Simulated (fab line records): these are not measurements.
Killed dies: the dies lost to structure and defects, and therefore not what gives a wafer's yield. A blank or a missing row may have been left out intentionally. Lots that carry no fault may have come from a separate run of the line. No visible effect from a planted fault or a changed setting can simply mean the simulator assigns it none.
A sampling plan put to the test || flow gf180mcu || 14 faults told of in these records, all on one fab line, each judged by the records of the lots it struck
The plan is the line's own looks: the steps of the route at which a gauge or an inspection reads the wafer and doesn't change it. A look can be judged if struck wafers have a number there and the file gives its usual mean and standard deviation on fault-free wafers. Caught: a look later than the fault's first step finds the struck wafers' mean 4 or more of those standard deviations (sigma) from the usual mean. On the tool: here the same test is run on the tool's own readings at the fault's steps. Another recipe on the struck wafers, or a record that is blank for them alone, also counts as caught.

THE FAULTS, as the simulator had put them in
1. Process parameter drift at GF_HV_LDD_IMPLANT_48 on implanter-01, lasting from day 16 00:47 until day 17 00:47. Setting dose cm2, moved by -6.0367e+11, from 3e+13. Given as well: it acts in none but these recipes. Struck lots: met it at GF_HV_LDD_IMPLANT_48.
2. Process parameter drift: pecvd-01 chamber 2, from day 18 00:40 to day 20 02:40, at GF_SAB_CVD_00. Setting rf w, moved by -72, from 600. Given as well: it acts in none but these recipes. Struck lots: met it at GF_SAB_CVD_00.
3. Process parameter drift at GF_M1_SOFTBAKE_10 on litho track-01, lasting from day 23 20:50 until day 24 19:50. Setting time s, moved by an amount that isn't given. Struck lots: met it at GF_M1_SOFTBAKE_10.
4. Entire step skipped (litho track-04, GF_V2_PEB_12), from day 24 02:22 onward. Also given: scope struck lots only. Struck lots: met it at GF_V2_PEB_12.
5. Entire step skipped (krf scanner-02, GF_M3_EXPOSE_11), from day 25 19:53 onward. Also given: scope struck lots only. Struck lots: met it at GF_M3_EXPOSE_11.
6. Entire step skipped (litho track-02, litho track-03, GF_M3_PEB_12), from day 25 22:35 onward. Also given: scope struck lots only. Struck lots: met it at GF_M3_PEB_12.
7. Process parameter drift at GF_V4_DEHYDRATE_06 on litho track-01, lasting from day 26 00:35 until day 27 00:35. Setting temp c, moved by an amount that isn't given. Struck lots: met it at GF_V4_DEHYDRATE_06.
8. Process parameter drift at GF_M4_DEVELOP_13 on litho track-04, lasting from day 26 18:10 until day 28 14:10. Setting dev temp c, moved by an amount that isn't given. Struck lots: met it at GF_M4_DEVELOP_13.
9. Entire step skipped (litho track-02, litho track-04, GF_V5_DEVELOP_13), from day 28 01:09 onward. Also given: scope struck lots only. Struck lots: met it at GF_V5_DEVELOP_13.
10. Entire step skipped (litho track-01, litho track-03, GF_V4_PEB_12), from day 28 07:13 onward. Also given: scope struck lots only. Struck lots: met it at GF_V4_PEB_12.
11. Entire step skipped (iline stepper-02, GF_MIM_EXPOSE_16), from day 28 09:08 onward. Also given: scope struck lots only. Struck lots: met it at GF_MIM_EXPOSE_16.
12. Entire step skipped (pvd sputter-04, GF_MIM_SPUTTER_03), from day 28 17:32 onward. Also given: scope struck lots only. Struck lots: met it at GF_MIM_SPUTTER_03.
13. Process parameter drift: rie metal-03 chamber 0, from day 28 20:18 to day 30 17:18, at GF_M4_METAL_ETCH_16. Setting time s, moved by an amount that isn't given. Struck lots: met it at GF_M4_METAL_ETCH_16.
14. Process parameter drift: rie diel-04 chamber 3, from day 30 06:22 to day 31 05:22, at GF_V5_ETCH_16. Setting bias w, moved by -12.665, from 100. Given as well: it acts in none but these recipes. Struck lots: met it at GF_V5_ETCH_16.

WHAT THE PLAN SAW
{"fault": 1, "on the tool itself": "dose ions cm2 -17 sigma", "first look that catches it": "no look after it can be judged", "reading, sigma": "-", "median hours from its first step to that look": "-", "hours from the fault's start to the first struck lot there": "-", "judged looks passed uncaught": 0}
{"fault": 2, "on the tool itself": "rf fwd power W -23 sigma", "first look that catches it": "not the one look that can be judged after it", "reading, sigma": "-", "median hours from its first step to that look": "-", "hours from the fault's start to the first struck lot there": "-", "judged looks passed uncaught": 1}
{"fault": 3, "on the tool itself": "run length s +41 sigma", "first look that catches it": "not the one look that can be judged after it", "reading, sigma": "-", "median hours from its first step to that look": "-", "hours from the fault's start to the first struck lot there": "-", "judged looks passed uncaught": 1}
{"fault": 4, "on the tool itself": "the tool's record is blank for the struck wafers", "first look that catches it": "no look after it can be judged", "reading, sigma": "-", "median hours from its first step to that look": "-", "hours from the fault's start to the first struck lot there": "-", "judged looks passed uncaught": 0}
{"fault": 5, "on the tool itself": "no reading that can be judged", "first look that catches it": "no look after it can be judged", "reading, sigma": "-", "median hours from its first step to that look": "-", "hours from the fault's start to the first struck lot there": "-", "judged looks passed uncaught": 0}
{"fault": 6, "on the tool itself": "the tool's record is blank for the struck wafers", "first look that catches it": "no look after it can be judged", "reading, sigma": "-", "median hours from its first step to that look": "-", "hours from the fault's start to the first struck lot there": "-", "judged looks passed uncaught": 0}
{"fault": 7, "on the tool itself": "heater power total W -19 sigma", "first look that catches it": "no look after it can be judged", "reading, sigma": "-", "median hours from its first step to that look": "-", "hours from the fault's start to the first struck lot there": "-", "judged looks passed uncaught": 0}
{"fault": 8, "on the tool itself": "developer temp C -8.7 sigma", "first look that catches it": "no look after it can be judged", "reading, sigma": "-", "median hours from its first step to that look": "-", "hours from the fault's start to the first struck lot there": "-", "judged looks passed uncaught": 0}
{"fault": 9, "on the tool itself": "the tool's record is blank for the struck wafers", "first look that catches it": "no look after it can be judged", "reading, sigma": "-", "median hours from its first step to that look": "-", "hours from the fault's start to the first struck lot there": "-", "judged looks passed uncaught": 0}
{"fault": 10, "on the tool itself": "the tool's record is blank for the struck wafers", "first look that catches it": "no look after it can be judged", "reading, sigma": "-", "median hours from its first step to that look": "-", "hours from the fault's start to the first struck lot there": "-", "judged looks passed uncaught": 0}
{"fault": 11, "on the tool itself": "no reading that can be judged", "first look that catches it": "no look after it can be judged", "reading, sigma": "-", "median hours from its first step to that look": "-", "hours from the fault's start to the first struck lot there": "-", "judged looks passed uncaught": 0}
{"fault": 12, "on the tool itself": "the tool's record is blank for the struck wafers", "first look that catches it": "not the one look that can be judged after it", "reading, sigma": "-", "median hours from its first step to that look": "-", "hours from the fault's start to the first struck lot there": "-", "judged looks passed uncaught": 1}
{"fault": 13, "on the tool itself": "run length s +6.9 sigma", "first look that catches it": "no look after it can be judged", "reading, sigma": "-", "median hours from its first step to that look": "-", "hours from the fault's start to the first struck lot there": "-", "judged looks passed uncaught": 0}
{"fault": 14, "on the tool itself": "bias w -45 sigma", "first look that catches it": "no look after it can be judged", "reading, sigma": "-", "median hours from its first step to that look": "-", "hours from the fault's start to the first struck lot there": "-", "judged looks passed uncaught": 0}
A dash: the fault is not caught, or the number is missing from these records.

Caught at a look: 0 of 14. Caught on the tool: 12 of 14. By one or the other: 12 of 14.
Caught on the tool alone: faults 1, 2, 3, 4, 6, 7, 8, 9, 10, 12, 13, 14.
Caught by neither: faults 5, 11.
